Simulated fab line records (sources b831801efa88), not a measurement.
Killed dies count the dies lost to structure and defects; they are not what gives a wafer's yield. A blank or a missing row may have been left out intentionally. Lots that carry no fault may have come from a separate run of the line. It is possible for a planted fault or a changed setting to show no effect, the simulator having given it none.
What tool caused it? -- flow gf180mcu -- Sampling: 12 lots, 36 wafers, 3 of 602 route steps

## WHAT THE GAUGES SHOWED, per wafer
GF_V4_THK_MEAS_01.
lot,measured,on,V4_CVD_00_THK (nm)
L311,day 23 06:14,film_metro-04,599 594 599
L312,day 23 14:00,film_metro-01,595 602 603
L313,day 24 00:20,film_metro-04,595 588 599
L316,day 25 01:45,film_metro-04,594 594 599
L319,day 26 00:35,film_metro-04,594 602 602
L320,day 26 14:35,film_metro-02,599 588 591
L322,day 27 06:38,film_metro-02,594 892 588 594 892 589
L323,day 27 10:56,film_metro-04,607 612 602
L325,day 28 07:43,film_metro-04,596 895 596 596 894 595
L331,day 30 08:09,film_metro-02,599 602 596
L333,day 30 12:16,film_metro-04,617 606 603
L334,day 30 14:59,film_metro-04,597 595 600

## TOOL THAT RAN EACH LOT (tool first, then ch and the chambers of the sampled wafers, then the start)
lot,GF_M3_SPUTTER_00,GF_V4_CVD_00
L311,"pvd_sputter-03, day 20 04:13","hdpcvd-02 ch 0,1,2, day 23 06:10"
L312,"pvd_sputter-03, day 20 12:03","hdpcvd-02 ch 0,1,2, day 23 13:56"
L313,"pvd_sputter-01, day 20 22:22","hdpcvd-02 ch 1,2, day 24 00:16"
L316,"pvd_sputter-01, day 22 01:39","hdpcvd-02 ch 0,1, day 25 01:38"
L319,"pvd_sputter-02, day 23 01:48","hdpcvd-01 ch 0,1, day 26 00:30"
L320,"pvd_sputter-03, day 23 18:49","hdpcvd-02 ch 0,1,2, day 26 14:31"
L322,"pvd_sputter-01, day 24 12:04","hdpcvd-02 ch 0,1,2, day 27 06:34"
L323,"pvd_sputter-01, day 24 16:10","hdpcvd-01 ch 0,1,2, day 27 10:51"
L325,"pvd_sputter-03, day 25 14:32","hdpcvd-02 ch 0,2, day 28 07:38"
L331,"pvd_sputter-03, day 27 19:23","hdpcvd-01 ch 0,1,2, day 30 08:05"
L333,"pvd_sputter-02, day 27 22:56","hdpcvd-01 ch 1,2, day 30 12:11"
L334,"pvd_sputter-03, day 28 03:36","hdpcvd-02 ch 0,1, day 30 14:55"
- GF_M3_SPUTTER_00: material Ti, target thk 37.5 nm, time 150 s.
- GF_V4_CVD_00: deposits SiO2, target thk 600 nm, time 100 s.

## AS READ BY THE TOOLS THEMSELVES (means over the sampled wafers that have a number; for cases with no such wafer, the mark the record gives instead)
GF_M3_SPUTTER_00.
lot,tool,throttle_valve_pct (%)
L311,pvd_sputter-03,29.5
L312,pvd_sputter-03,29.4
L313,pvd_sputter-01,29.0
L316,pvd_sputter-01,29.1
L319,pvd_sputter-02,31.2
L320,pvd_sputter-03,28.9
L322,pvd_sputter-01,29.6
L323,pvd_sputter-01,29.1
L325,pvd_sputter-03,30.5
L331,pvd_sputter-03,29.4
L333,pvd_sputter-02,31.6
L334,pvd_sputter-03,29.7

GF_V4_CVD_00.
lot,tool,sih4_flow_sccm (sccm)
L311,hdpcvd-02,59.99
L312,hdpcvd-02,60.06
L313,hdpcvd-02,60.06
L316,hdpcvd-02,60.28
L319,hdpcvd-01,60.12
L320,hdpcvd-02,60.04
L322,hdpcvd-02,69.93
L323,hdpcvd-01,60.02
L325,hdpcvd-02,70.23
L331,hdpcvd-01,60.10
L333,hdpcvd-01,59.98
L334,hdpcvd-02,60.10

## THE ANSWER, worked out from the rows above alone
Rule: the usual values come from the lots themselves. Put in order of their means at a reading, lots are off if they are a third of the lots or fewer, leave a main group of 4 or more, and stand apart from it by a gap of 3 or more times the standard deviation of the main group's means; of several such gaps the widest counts. A main group is skipped when, at the precision printed for the reading in the tables above, its means are all equal. Also off: a lot with no number at a reading for which 4 or more lots have one. Any other lot the step has rows for is counted as sound. Order of review: gauges by route order, followed by the tools' own readings, for which a lot's mean as printed above is used. At the first step where some lot is off, the reading lying furthest off is the one used; lots without a number count as furthest.
Off: L322, L325, at GF_V4_THK_MEAS_01 (V4_CVD_00_THK). The main group: mean 599 nm, standard deviation 4.9.
If a tool, at a process step before that reading, ran all the lots that are off and no sound lot after the first of them, it fits. The gauges at GF_V4_THK_MEAS_01 aren't tried: what is off there is off at GF_V4_CVD_00 too, on other tools, and a gauge's error can't cause that. Not one of the candidates tried fits.

## WHAT THE SIMULATOR PUT IN
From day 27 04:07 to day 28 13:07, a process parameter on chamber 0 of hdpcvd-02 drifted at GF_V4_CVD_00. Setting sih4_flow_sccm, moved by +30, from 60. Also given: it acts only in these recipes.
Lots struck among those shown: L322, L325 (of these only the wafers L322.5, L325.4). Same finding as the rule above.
